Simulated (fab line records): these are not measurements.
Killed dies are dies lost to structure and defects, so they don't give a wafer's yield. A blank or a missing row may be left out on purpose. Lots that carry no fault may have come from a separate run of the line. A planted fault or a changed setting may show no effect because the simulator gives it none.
fab line records || flow sfqLine
[record] {"lots": 6, "wafers": 18, "lastDay": 87}
route steps=325 shown M3@118
lots that met no fault: taken from a fault-free run of the same line
startH: start of the lot's first displayed wafer, in hours after the record's first day || waitH: hours since the lot's step before || " identical to the entry in the row above || L1.1+2: a row that stands for several wafers || - no value present, or no start provided || * or withheld: withheld || < > ~ a bound
route shown NAME@n: a module of which the file shows steps, and the number in the route of the first || usual: mean and standard deviation over wafers with no fault || same: alike in all rows || chamber/n: place in a boat || sites: readings site by site || _std_site: how widely they spread, as a standard deviation || _edge_site: the outer-site mean with the inner-site mean subtracted || radiusMm: for every site, how far away it sits from the centre of the wafer || mask NAME#n: copy n || behind: the last tool/chamber to shape the wafer || hold: why the lot was held/for how many hours/how that ended || device: whichever transistor did not switch (one of n, p or np) || end of line: tests run on the same wafers once the route is complete || where a step has no rows: the recipe by itself || killed: count of dies lost to structure and defects at first sort (not the wafer's yield) || map: the dies of a wafer, with x for killed, . for not killed, _ for no die there
set.NAME: the setting the step ran with; set.NAME@STEP: the setting that earlier step ran with || model.NAME: the simulator's own value behind a step, which no gauge read
lots at some steps of the route; a table a step, a row a wafer
services: when a tool's chamber went out of use (startH, in hours from the record's first day, below 0 if earlier), for how many hours, and the reason
[[steps]]
[step SFQ_TRILAYER_M3_DEP_PRE_CLEAN_074]
[recipe] {"gas": "Ar", "timeS": 22.5, "biasV": 250}
[step SFQ_TRILAYER_M3_DEP_SPUTTER_073]
[recipe] {"material": "Nb", "basePressurePa": 1.33e-06, "chamberPressurePa": 0.1333, "substrateTempC": 20, "resputterCathodeVoltageV": 400, "targetThkNm": 200, "powerW": 2000, "timeS": 133.3}
[usual] {"throttleValvePct": "29.9/0.96"}
{"lot.wafer": "L778.4", "tool": "pvdSputter-03", "chamber": "-", "startH": 896.68, "waitH": 0.0, "throttleValvePct": 29.4}
{"lot.wafer": "L778.5", "tool": "pvdSputter-03", "chamber": "-", "startH": 896.68, "waitH": 0.0, "throttleValvePct": 29.6}
{"lot.wafer": "L778.6", "tool": "pvdSputter-03", "chamber": "-", "startH": 896.68, "waitH": 0.0, "throttleValvePct": 32.0}
{"lot.wafer": "L783.1", "tool": "pvdSputter-04", "chamber": "-", "startH": 952.10, "waitH": 0.0, "throttleValvePct": 30.6}
{"lot.wafer": "L783.2", "tool": "pvdSputter-04", "chamber": "-", "startH": 952.10, "waitH": 0.0, "throttleValvePct": 29.2}
{"lot.wafer": "L783.4", "tool": "pvdSputter-04", "chamber": "-", "startH": 952.10, "waitH": 0.0, "throttleValvePct": 28.7}
{"lot.wafer": "L787.2", "tool": "pvdSputter-04", "chamber": "-", "startH": 1006.12, "waitH": 0.0, "throttleValvePct": 29.0}
{"lot.wafer": "L787.3", "tool": "pvdSputter-04", "chamber": "-", "startH": 1006.12, "waitH": 0.0, "throttleValvePct": 28.8}
{"lot.wafer": "L787.5", "tool": "pvdSputter-04", "chamber": "-", "startH": 1006.12, "waitH": 0.0, "throttleValvePct": 28.9}
{"lot.wafer": "L790.1", "tool": "pvdSputter-03", "chamber": "-", "startH": 1026.32, "waitH": 0.0, "throttleValvePct": 31.4}
{"lot.wafer": "L790.3", "tool": "pvdSputter-03", "chamber": "-", "startH": 1026.32, "waitH": 0.0, "throttleValvePct": 31.9}
{"lot.wafer": "L790.4", "tool": "pvdSputter-03", "chamber": "-", "startH": 1026.32, "waitH": 0.0, "throttleValvePct": 29.5}
{"lot.wafer": "L791.1", "tool": "pvdSputter-03", "chamber": "-", "startH": 1036.12, "waitH": 0.0, "throttleValvePct": 30.9}
{"lot.wafer": "L791.2", "tool": "pvdSputter-03", "chamber": "-", "startH": 1036.12, "waitH": 0.0, "throttleValvePct": 29.5}
{"lot.wafer": "L791.6", "tool": "pvdSputter-03", "chamber": "-", "startH": 1036.12, "waitH": 0.0, "throttleValvePct": 29.5}
{"lot.wafer": "L793.2", "tool": "pvdSputter-03", "chamber": "-", "startH": 1055.85, "waitH": 0.0, "throttleValvePct": 29.3}
{"lot.wafer": "L793.4", "tool": "pvdSputter-03", "chamber": "-", "startH": 1055.85, "waitH": 0.0, "throttleValvePct": 29.5}
{"lot.wafer": "L793.5", "tool": "pvdSputter-03", "chamber": "-", "startH": 1055.85, "waitH": 0.0, "throttleValvePct": 31.8}
[step SFQ_M3_RS_MEAS_919]
[recipe] {"thkMeasGauge": "four-point-probe", "reads": "Nb_of_TRILAYER_M3_DEP_SPUTTER_073"}
[usual] {"M3_NB_RS": "0.885/0.0082"}
{"lot.wafer": "L778.4", "tool": "filmMetro-04", "chamber": "-", "startH": 896.83, "waitH": 0.1, "M3_NB_RS[ohm/sq]": 0.884}
{"lot.wafer": "L778.5", "tool": "filmMetro-04", "chamber": "-", "startH": 896.83, "waitH": 0.1, "M3_NB_RS[ohm/sq]": 0.885}
{"lot.wafer": "L778.6", "tool": "filmMetro-04", "chamber": "-", "startH": 896.83, "waitH": 0.1, "M3_NB_RS[ohm/sq]": 0.889}
{"lot.wafer": "L783.1", "tool": "filmMetro-01", "chamber": "-", "startH": 952.19, "waitH": 0.0, "M3_NB_RS[ohm/sq]": 0.890}
{"lot.wafer": "L783.2", "tool": "filmMetro-01", "chamber": "-", "startH": 952.19, "waitH": 0.0, "M3_NB_RS[ohm/sq]": 0.887}
{"lot.wafer": "L783.4", "tool": "filmMetro-01", "chamber": "-", "startH": 952.19, "waitH": 0.0, "M3_NB_RS[ohm/sq]": 0.887}
{"lot.wafer": "L787.2", "tool": "filmMetro-04", "chamber": "-", "startH": 1006.24, "waitH": 0.1, "M3_NB_RS[ohm/sq]": 0.899}
{"lot.wafer": "L787.3", "tool": "filmMetro-04", "chamber": "-", "startH": 1006.24, "waitH": 0.1, "M3_NB_RS[ohm/sq]": 0.895}
{"lot.wafer": "L787.5", "tool": "filmMetro-04", "chamber": "-", "startH": 1006.24, "waitH": 0.1, "M3_NB_RS[ohm/sq]": 0.895}
{"lot.wafer": "L790.1", "tool": "filmMetro-01", "chamber": "-", "startH": 1026.42, "waitH": 0.0, "M3_NB_RS[ohm/sq]": 0.885}
{"lot.wafer": "L790.3", "tool": "filmMetro-01", "chamber": "-", "startH": 1026.42, "waitH": 0.0, "M3_NB_RS[ohm/sq]": 0.885}
{"lot.wafer": "L790.4", "tool": "filmMetro-01", "chamber": "-", "startH": 1026.42, "waitH": 0.0, "M3_NB_RS[ohm/sq]": 0.886}
{"lot.wafer": "L791.1", "tool": "filmMetro-02", "chamber": "-", "startH": 1036.21, "waitH": 0.0, "M3_NB_RS[ohm/sq]": 0.870}
{"lot.wafer": "L791.2", "tool": "filmMetro-02", "chamber": "-", "startH": 1036.21, "waitH": 0.0, "M3_NB_RS[ohm/sq]": 0.876}
{"lot.wafer": "L791.6", "tool": "filmMetro-02", "chamber": "-", "startH": 1036.21, "waitH": 0.0, "M3_NB_RS[ohm/sq]": 0.877}
{"lot.wafer": "L793.2", "tool": "filmMetro-02", "chamber": "-", "startH": 1055.96, "waitH": 0.1, "M3_NB_RS[ohm/sq]": 0.876}
{"lot.wafer": "L793.4", "tool": "filmMetro-02", "chamber": "-", "startH": 1055.96, "waitH": 0.1, "M3_NB_RS[ohm/sq]": 0.875}
{"lot.wafer": "L793.5", "tool": "filmMetro-02", "chamber": "-", "startH": 1055.96, "waitH": 0.1, "M3_NB_RS[ohm/sq]": 0.876}
[step SFQ_TRILAYER_M3_LITHO_COAT_080]
[recipe] {"resist": "BARC", "spinRpm": 3000, "resistThkNm": 62}
[step SFQ_TRILAYER_M3_LITHO_COAT_075]
[recipe] {"resist": "KrF", "spinRpm": 3000, "resistThkNm": 600}
[step SFQ_TRILAYER_M3_LITHO_SOFTBAKE_079]
[recipe] {"tempC": "withheld", "timeS": "withheld", "resist": "KrF"}
[step SFQ_TRILAYER_M3_LITHO_EXPOSE_076]
[recipe] {"maskId": "M3", "na": 0.6, "sourceShape": "conventional", "sigmaOuter": 0.65, "targetCdNm": 500, "doseMj": 14.4}
[step SFQ_TRILAYER_M3_LITHO_PEB_078]
[recipe] {"pebTempC": 115, "pebTimeS": 60, "resist": "KrF"}
[step SFQ_TRILAYER_M3_LITHO_DEVELOP_077]
[recipe] {"timeS": 60, "resist": "KrF"}
[step SFQ_M3_OVL_MEAS_921]
[usual] {"M3_OVL": "1/4.7"}
{"lot.wafer": "L778.4", "tool": "overlay-02", "chamber": "-", "startH": 1049.22, "waitH": 0.1, "M3_OVL[nm]": -5}
{"lot.wafer": "L778.5", "tool": "overlay-02", "chamber": "-", "startH": 1049.22, "waitH": 0.1, "M3_OVL[nm]": 2}
{"lot.wafer": "L778.6", "tool": "overlay-02", "chamber": "-", "startH": 1049.22, "waitH": 0.1, "M3_OVL[nm]": 5}
{"lot.wafer": "L783.1", "tool": "overlay-02", "chamber": "-", "startH": 1094.10, "waitH": 0.1, "M3_OVL[nm]": -1}
{"lot.wafer": "L783.2", "tool": "overlay-02", "chamber": "-", "startH": 1094.10, "waitH": 0.1, "M3_OVL[nm]": -4}
{"lot.wafer": "L783.4", "tool": "overlay-02", "chamber": "-", "startH": 1094.10, "waitH": 0.1, "M3_OVL[nm]": -5}
{"lot.wafer": "L787.2", "tool": "overlay-02", "chamber": "-", "startH": 1142.41, "waitH": 0.1, "M3_OVL[nm]": -2}
{"lot.wafer": "L787.3", "tool": "overlay-02", "chamber": "-", "startH": 1142.41, "waitH": 0.1, "M3_OVL[nm]": 0}
{"lot.wafer": "L787.5", "tool": "overlay-02", "chamber": "-", "startH": 1142.41, "waitH": 0.1, "M3_OVL[nm]": 4}
{"lot.wafer": "L790.1", "tool": "overlay-02", "chamber": "-", "startH": 1159.67, "waitH": 0.1, "M3_OVL[nm]": 3}
{"lot.wafer": "L790.3", "tool": "overlay-02", "chamber": "-", "startH": 1159.67, "waitH": 0.1, "M3_OVL[nm]": -3}
{"lot.wafer": "L790.4", "tool": "overlay-02", "chamber": "-", "startH": 1159.67, "waitH": 0.1, "M3_OVL[nm]": 4}
{"lot.wafer": "L791.1", "tool": "overlay-02", "chamber": "-", "startH": 1166.87, "waitH": 0.1, "M3_OVL[nm]": 1}
{"lot.wafer": "L791.2", "tool": "overlay-02", "chamber": "-", "startH": 1166.87, "waitH": 0.1, "M3_OVL[nm]": 5}
{"lot.wafer": "L791.6", "tool": "overlay-02", "chamber": "-", "startH": 1166.87, "waitH": 0.1, "M3_OVL[nm]": 4}
{"lot.wafer": "L793.2", "tool": "overlay-02", "chamber": "-", "startH": 1180.08, "waitH": 0.1, "M3_OVL[nm]": 7}
{"lot.wafer": "L793.4", "tool": "overlay-02", "chamber": "-", "startH": 1180.08, "waitH": 0.1, "M3_OVL[nm]": 10}
{"lot.wafer": "L793.5", "tool": "overlay-02", "chamber": "-", "startH": 1180.08, "waitH": 0.1, "M3_OVL[nm]": 8}
[step SFQ_TRILAYER_M3_BARC_OPEN_METAL_ETCH_100]
[recipe] {"maskMaterial": "PR", "chemistry": "O2", "targetDepthNm": 125, "target": "BARC", "icpW": 600, "biasW": 80, "pressureMtorr": 10, "timeS": 41.7}
[usual] {"biasW": "80.00/0.22", "drypumpMotorCurrentA": "5.59/0.29", "oesProductAu": "0.685/0.0046", "runLengthS": "70.1/0.57"}
{"lot.wafer": "L778.4", "tool": "rieMetal-04", "chamber": 0, "startH": 1049.26, "waitH": 0.0, "biasW": 79.45, "drypumpMotorCurrentA": 5.17, "oesProductAu": 0.683, "rfHoursCounterH": "-", "runLengthS": 70.4}
{"lot.wafer": "L778.5", "tool": "rieMetal-04", "chamber": 0, "startH": 1049.26, "waitH": 0.0, "biasW": 79.76, "drypumpMotorCurrentA": 5.17, "oesProductAu": 0.677, "rfHoursCounterH": "-", "runLengthS": 69.9}
{"lot.wafer": "L778.6", "tool": "rieMetal-04", "chamber": 1, "startH": 1049.26, "waitH": 0.0, "biasW": 80.19, "drypumpMotorCurrentA": 5.34, "oesProductAu": 0.681, "rfHoursCounterH": "-", "runLengthS": 71.0}
{"lot.wafer": "L783.1", "tool": "rieMetal-04", "chamber": 1, "startH": 1094.13, "waitH": 0.0, "biasW": 79.67, "drypumpMotorCurrentA": 5.35, "oesProductAu": 0.691, "rfHoursCounterH": 86, "runLengthS": 70.7}
{"lot.wafer": "L783.2", "tool": "rieMetal-04", "chamber": 0, "startH": 1094.13, "waitH": 0.0, "biasW": 79.90, "drypumpMotorCurrentA": 5.18, "oesProductAu": 0.688, "rfHoursCounterH": 102, "runLengthS": 70.0}
{"lot.wafer": "L783.4", "tool": "rieMetal-04", "chamber": 1, "startH": 1094.13, "waitH": 0.0, "biasW": 79.76, "drypumpMotorCurrentA": 5.36, "oesProductAu": 0.686, "rfHoursCounterH": "-", "runLengthS": 70.6}
{"lot.wafer": "L787.2", "tool": "rieMetal-02", "chamber": 0, "startH": 1142.44, "waitH": 0.0, "biasW": 79.84, "drypumpMotorCurrentA": 5.97, "oesProductAu": 0.683, "rfHoursCounterH": 70, "runLengthS": 69.8}
{"lot.wafer": "L787.3", "tool": "rieMetal-02", "chamber": 1, "startH": 1142.44, "waitH": 0.0, "biasW": 80.36, "drypumpMotorCurrentA": 5.76, "oesProductAu": 0.691, "rfHoursCounterH": "-", "runLengthS": 70.3}
{"lot.wafer": "L787.5", "tool": "rieMetal-02", "chamber": 1, "startH": 1142.44, "waitH": 0.0, "biasW": 80.26, "drypumpMotorCurrentA": 5.75, "oesProductAu": 0.683, "rfHoursCounterH": "-", "runLengthS": 69.6}
{"lot.wafer": "L790.1", "tool": "rieMetal-02", "chamber": 1, "startH": 1159.71, "waitH": 0.0, "biasW": 80.09, "drypumpMotorCurrentA": 5.75, "oesProductAu": 0.681, "rfHoursCounterH": 45, "runLengthS": 69.7}
{"lot.wafer": "L790.3", "tool": "rieMetal-02", "chamber": 0, "startH": 1159.71, "waitH": 0.0, "biasW": 80.24, "drypumpMotorCurrentA": 5.98, "oesProductAu": 0.692, "rfHoursCounterH": "-", "runLengthS": 69.1}
{"lot.wafer": "L790.4", "tool": "rieMetal-02", "chamber": 1, "startH": 1159.71, "waitH": 0.0, "biasW": 80.35, "drypumpMotorCurrentA": 5.74, "oesProductAu": 0.687, "rfHoursCounterH": "-", "runLengthS": 69.7}
{"lot.wafer": "L791.1", "tool": "rieMetal-02", "chamber": 1, "startH": 1166.91, "waitH": 0.0, "biasW": 80.36, "drypumpMotorCurrentA": 5.74, "oesProductAu": 0.676, "rfHoursCounterH": 46, "runLengthS": 69.9}
{"lot.wafer": "L791.2", "tool": "rieMetal-02", "chamber": 0, "startH": 1166.91, "waitH": 0.0, "biasW": 80.06, "drypumpMotorCurrentA": 5.97, "oesProductAu": 0.682, "rfHoursCounterH": 75, "runLengthS": 69.6}
{"lot.wafer": "L791.6", "tool": "rieMetal-02", "chamber": 1, "startH": 1166.91, "waitH": 0.0, "biasW": 80.39, "drypumpMotorCurrentA": 5.74, "oesProductAu": 0.680, "rfHoursCounterH": "-", "runLengthS": 70.0}
{"lot.wafer": "L793.2", "tool": "rieMetal-04", "chamber": 1, "startH": 1180.11, "waitH": 0.0, "biasW": 80.03, "drypumpMotorCurrentA": 5.32, "oesProductAu": 0.679, "rfHoursCounterH": 101, "runLengthS": 70.9}
{"lot.wafer": "L793.4", "tool": "rieMetal-04", "chamber": 1, "startH": 1180.11, "waitH": 0.0, "biasW": 79.96, "drypumpMotorCurrentA": 5.31, "oesProductAu": 0.684, "rfHoursCounterH": "-", "runLengthS": 70.6}
{"lot.wafer": "L793.5", "tool": "rieMetal-04", "chamber": 1, "startH": 1180.11, "waitH": 0.0, "biasW": 79.80, "drypumpMotorCurrentA": 5.32, "oesProductAu": 0.678, "rfHoursCounterH": "-", "runLengthS": 71.1}
[step SFQ_TRILAYER_M3_ETCH_METAL_ETCH_078]
[recipe] {"target": "Nb", "stopOn": "SiO2", "maskMaterial": "PR", "chemistry": "Cl2/Ar", "targetDepthNm": 240, "icpW": 600, "biasW": 80, "pressureMtorr": 10, "timeS": 120}
[usual] {"biasW": "80.00/0.21", "drypumpMotorCurrentA": "5.59/0.3", "oesProductAu": "0.896/0.0066", "runLengthS": "148.4/0.59"}
{"lot.wafer": "L778.4", "tool": "rieMetal-04", "chamber": 0, "startH": 1049.34, "waitH": 0.1, "biasW": 79.95, "drypumpMotorCurrentA": 5.19, "oesProductAu": 0.899, "rfHoursCounterH": "-", "runLengthS": 148.4, "model.KrF_of_TRILAYER_M3_LITHO_COAT_075.thkNm": 381.3}
{"lot.wafer": "L778.5", "tool": "rieMetal-04", "chamber": 0, "startH": 1049.34, "waitH": 0.1, "biasW": 80.25, "drypumpMotorCurrentA": 5.18, "oesProductAu": 0.895, "rfHoursCounterH": "-", "runLengthS": 148.3, "model.KrF_of_TRILAYER_M3_LITHO_COAT_075.thkNm": 380.7}
{"lot.wafer": "L778.6", "tool": "rieMetal-04", "chamber": 1, "startH": 1049.34, "waitH": 0.1, "biasW": 80.51, "drypumpMotorCurrentA": 5.34, "oesProductAu": 0.890, "rfHoursCounterH": "-", "runLengthS": 149.4, "model.KrF_of_TRILAYER_M3_LITHO_COAT_075.thkNm": 380.3}
{"lot.wafer": "L783.1", "tool": "rieMetal-04", "chamber": 1, "startH": 1094.19, "waitH": 0.0, "biasW": 79.61, "drypumpMotorCurrentA": 5.35, "oesProductAu": 0.886, "rfHoursCounterH": 86, "runLengthS": 149.2, "model.KrF_of_TRILAYER_M3_LITHO_COAT_075.thkNm": 383.9}
{"lot.wafer": "L783.2", "tool": "rieMetal-04", "chamber": 0, "startH": 1094.19, "waitH": 0.0, "biasW": 80.00, "drypumpMotorCurrentA": 5.17, "oesProductAu": 0.897, "rfHoursCounterH": 102, "runLengthS": 148.4, "model.KrF_of_TRILAYER_M3_LITHO_COAT_075.thkNm": 384.9}
{"lot.wafer": "L783.4", "tool": "rieMetal-04", "chamber": 1, "startH": 1094.19, "waitH": 0.0, "biasW": 80.21, "drypumpMotorCurrentA": 5.36, "oesProductAu": 0.898, "rfHoursCounterH": "-", "runLengthS": 149.1, "model.KrF_of_TRILAYER_M3_LITHO_COAT_075.thkNm": 382.8}
{"lot.wafer": "L787.2", "tool": "rieMetal-02", "chamber": 0, "startH": 1142.50, "waitH": 0.0, "biasW": 80.21, "drypumpMotorCurrentA": 5.99, "oesProductAu": 0.892, "rfHoursCounterH": 70, "runLengthS": 147.5, "model.KrF_of_TRILAYER_M3_LITHO_COAT_075.thkNm": 381.2}
{"lot.wafer": "L787.3", "tool": "rieMetal-02", "chamber": 1, "startH": 1142.50, "waitH": 0.0, "biasW": 79.86, "drypumpMotorCurrentA": 5.79, "oesProductAu": 0.890, "rfHoursCounterH": "-", "runLengthS": 148.1, "model.KrF_of_TRILAYER_M3_LITHO_COAT_075.thkNm": 382}
{"lot.wafer": "L787.5", "tool": "rieMetal-02", "chamber": 1, "startH": 1142.50, "waitH": 0.0, "biasW": 79.70, "drypumpMotorCurrentA": 5.77, "oesProductAu": 0.894, "rfHoursCounterH": "-", "runLengthS": 148.2, "model.KrF_of_TRILAYER_M3_LITHO_COAT_075.thkNm": 380.5}
{"lot.wafer": "L790.1", "tool": "rieMetal-02", "chamber": 1, "startH": 1159.77, "waitH": 0.0, "biasW": 80.12, "drypumpMotorCurrentA": 5.75, "oesProductAu": 0.893, "rfHoursCounterH": 45, "runLengthS": 148.3, "model.KrF_of_TRILAYER_M3_LITHO_COAT_075.thkNm": 384.3}
{"lot.wafer": "L790.3", "tool": "rieMetal-02", "chamber": 0, "startH": 1159.77, "waitH": 0.0, "biasW": "-", "drypumpMotorCurrentA": 6.05, "oesProductAu": 0.958, "rfHoursCounterH": "-", "runLengthS": 140.0, "model.KrF_of_TRILAYER_M3_LITHO_COAT_075.thkNm": 392.8}
{"lot.wafer": "L790.4", "tool": "rieMetal-02", "chamber": 1, "startH": 1159.77, "waitH": 0.0, "biasW": 80.11, "drypumpMotorCurrentA": 5.77, "oesProductAu": 0.900, "rfHoursCounterH": "-", "runLengthS": 147.9, "model.KrF_of_TRILAYER_M3_LITHO_COAT_075.thkNm": 382.7}
{"lot.wafer": "L791.1", "tool": "rieMetal-02", "chamber": 1, "startH": 1166.97, "waitH": 0.0, "biasW": 79.97, "drypumpMotorCurrentA": 5.76, "oesProductAu": 0.907, "rfHoursCounterH": 46, "runLengthS": 147.9, "model.KrF_of_TRILAYER_M3_LITHO_COAT_075.thkNm": 379.7}
{"lot.wafer": "L791.2", "tool": "rieMetal-02", "chamber": 0, "startH": 1166.97, "waitH": 0.0, "biasW": "-", "drypumpMotorCurrentA": 6.02, "oesProductAu": 0.959, "rfHoursCounterH": 75, "runLengthS": 139.8, "model.KrF_of_TRILAYER_M3_LITHO_COAT_075.thkNm": 391.4}
{"lot.wafer": "L791.6", "tool": "rieMetal-02", "chamber": 1, "startH": 1166.97, "waitH": 0.0, "biasW": 80.02, "drypumpMotorCurrentA": 5.79, "oesProductAu": 0.900, "rfHoursCounterH": "-", "runLengthS": 148.2, "model.KrF_of_TRILAYER_M3_LITHO_COAT_075.thkNm": 381.3}
{"lot.wafer": "L793.2", "tool": "rieMetal-04", "chamber": 1, "startH": 1180.17, "waitH": 0.0, "biasW": 80.09, "drypumpMotorCurrentA": 5.33, "oesProductAu": 0.905, "rfHoursCounterH": 101, "runLengthS": 149.1, "model.KrF_of_TRILAYER_M3_LITHO_COAT_075.thkNm": 379.5}
{"lot.wafer": "L793.4", "tool": "rieMetal-04", "chamber": 1, "startH": 1180.17, "waitH": 0.0, "biasW": 79.58, "drypumpMotorCurrentA": 5.34, "oesProductAu": 0.901, "rfHoursCounterH": "-", "runLengthS": 149.6, "model.KrF_of_TRILAYER_M3_LITHO_COAT_075.thkNm": 379.7}
{"lot.wafer": "L793.5", "tool": "rieMetal-04", "chamber": 1, "startH": 1180.17, "waitH": 0.0, "biasW": 80.05, "drypumpMotorCurrentA": 5.33, "oesProductAu": 0.899, "rfHoursCounterH": "-", "runLengthS": 148.9, "model.KrF_of_TRILAYER_M3_LITHO_COAT_075.thkNm": 380.4}
[step SFQ_TRILAYER_M3_STRIP_STRIP_079]
[recipe] {"gas": "O2", "powerW": 200, "platenTempC": 40, "overashFraction": 0.65, "chemistry": "O2", "pressureMtorr": 50}
[usual] {"drypumpMotorCurrentA": "5.59/0.29", "oesProductAu": "1.000/0.0072"}
{"lot.wafer": "L778.4", "tool": "rieMetal-04", "chamber": 0, "startH": 1049.63, "waitH": 0.2, "drypumpMotorCurrentA": 5.18, "oesProductAu": 0.999, "rfHoursCounterH": "-"}
{"lot.wafer": "L778.5", "tool": "rieMetal-04", "chamber": 0, "startH": 1049.63, "waitH": 0.2, "drypumpMotorCurrentA": 5.17, "oesProductAu": 0.992, "rfHoursCounterH": "-"}
{"lot.wafer": "L778.6", "tool": "rieMetal-04", "chamber": 1, "startH": 1049.63, "waitH": 0.2, "drypumpMotorCurrentA": 5.35, "oesProductAu": 0.991, "rfHoursCounterH": "-"}
{"lot.wafer": "L783.1", "tool": "rieMetal-04", "chamber": 1, "startH": 1094.32, "waitH": 0.1, "drypumpMotorCurrentA": 5.34, "oesProductAu": 1.010, "rfHoursCounterH": 86}
{"lot.wafer": "L783.2", "tool": "rieMetal-04", "chamber": 0, "startH": 1094.32, "waitH": 0.1, "drypumpMotorCurrentA": 5.18, "oesProductAu": 1.002, "rfHoursCounterH": 102}
{"lot.wafer": "L783.4", "tool": "rieMetal-04", "chamber": 1, "startH": 1094.32, "waitH": 0.1, "drypumpMotorCurrentA": 5.31, "oesProductAu": 1.003, "rfHoursCounterH": "-"}
{"lot.wafer": "L787.2", "tool": "rieMetal-02", "chamber": 0, "startH": 1142.62, "waitH": 0.1, "drypumpMotorCurrentA": 5.99, "oesProductAu": 0.995, "rfHoursCounterH": 70}
{"lot.wafer": "L787.3", "tool": "rieMetal-02", "chamber": 1, "startH": 1142.62, "waitH": 0.1, "drypumpMotorCurrentA": 5.76, "oesProductAu": 1.012, "rfHoursCounterH": "-"}
{"lot.wafer": "L787.5", "tool": "rieMetal-02", "chamber": 1, "startH": 1142.62, "waitH": 0.1, "drypumpMotorCurrentA": 5.74, "oesProductAu": 1.007, "rfHoursCounterH": "-"}
{"lot.wafer": "L790.1", "tool": "rieMetal-02", "chamber": 1, "startH": 1159.89, "waitH": 0.1, "drypumpMotorCurrentA": 5.76, "oesProductAu": 1.003, "rfHoursCounterH": 45}
{"lot.wafer": "L790.3", "tool": "rieMetal-02", "chamber": 0, "startH": 1159.89, "waitH": 0.1, "drypumpMotorCurrentA": 6.01, "oesProductAu": 0.993, "rfHoursCounterH": "-"}
{"lot.wafer": "L790.4", "tool": "rieMetal-02", "chamber": 1, "startH": 1159.89, "waitH": 0.1, "drypumpMotorCurrentA": 5.77, "oesProductAu": 1.007, "rfHoursCounterH": "-"}
{"lot.wafer": "L791.1", "tool": "rieMetal-02", "chamber": 1, "startH": 1167.09, "waitH": 0.1, "drypumpMotorCurrentA": 5.76, "oesProductAu": 1.004, "rfHoursCounterH": 46}
{"lot.wafer": "L791.2", "tool": "rieMetal-02", "chamber": 0, "startH": 1167.09, "waitH": 0.1, "drypumpMotorCurrentA": 5.98, "oesProductAu": 0.998, "rfHoursCounterH": 75}
{"lot.wafer": "L791.6", "tool": "rieMetal-02", "chamber": 1, "startH": 1167.09, "waitH": 0.1, "drypumpMotorCurrentA": 5.75, "oesProductAu": 0.996, "rfHoursCounterH": "-"}
{"lot.wafer": "L793.2", "tool": "rieMetal-04", "chamber": 1, "startH": 1180.29, "waitH": 0.1, "drypumpMotorCurrentA": 5.35, "oesProductAu": 0.996, "rfHoursCounterH": 101}
{"lot.wafer": "L793.4", "tool": "rieMetal-04", "chamber": 1, "startH": 1180.29, "waitH": 0.1, "drypumpMotorCurrentA": 5.34, "oesProductAu": 1.006, "rfHoursCounterH": "-"}
{"lot.wafer": "L793.5", "tool": "rieMetal-04", "chamber": 1, "startH": 1180.29, "waitH": 0.1, "drypumpMotorCurrentA": 5.35, "oesProductAu": 0.996, "rfHoursCounterH": "-"}
[[services]]
{"tool": "pvdSputter-03", "chamber": "-", "startH": 876.46, "hours": 4.9, "kind": "repair"}
{"tool": "pvdSputter-03", "chamber": "-", "startH": 920.92, "hours": 4.6, "kind": "repair"}
{"tool": "pvdSputter-04", "chamber": "-", "startH": 929.83, "hours": 7.5, "kind": "repair"}
{"tool": "pvdSputter-03", "chamber": "-", "startH": 935.51, "hours": 3.1, "kind": "repair"}
{"tool": "rieMetal-04", "chamber": "-", "startH": 945.19, "hours": 0.2, "kind": "repair"}
{"tool": "rieMetal-02", "chamber": "-", "startH": 1031.80, "hours": 1.4, "kind": "pm"}
{"tool": "rieMetal-04", "chamber": 0, "startH": 1058.15, "hours": 8.0, "kind": "repair"}
{"tool": "rieMetal-04", "chamber": "-", "startH": 1138.42, "hours": 2.8, "kind": "pm"}
{"tool": "rieMetal-04", "chamber": "-", "startH": 1154.67, "hours": 0.7, "kind": "repair"}
[[key]]
[firstSign] {"step": "SFQ_TRILAYER_M3_ETCH_METAL_ETCH_078", "reading": "runLengthS", "direction": "down", "sigmas": 14, "usual": "*", "struck": "*"}
[effect] {"step": "SFQ_TRILAYER_M3_ETCH_METAL_ETCH_078", "reading": "oesProductAu", "direction": "up", "sigmas": 9.4, "usual": 0.896, "struck": 0.959}
[modelEffect] {"step": "SFQ_TRILAYER_M3_ETCH_METAL_ETCH_078", "value": "KrF_of_TRILAYER_M3_LITHO_COAT_075.thkNm", "without": 383.3, "struck": 392.1}
metAt SFQ_TRILAYER_M3_ETCH_METAL_ETCH_078
struckWafers L790.3,L791.2
onsetBetween 1142.50 1159.77
[fault] {"kind": "processParameterDrift", "tool": "rieMetal-02", "chamber": 0, "onsetH": 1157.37, "steps": "SFQ_TRILAYER_M3_ETCH_METAL_ETCH_078", "channel": "timeS", "offset": "*", "shape": "step", "endH": 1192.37, "actsIn": "*", "stated": "*"}
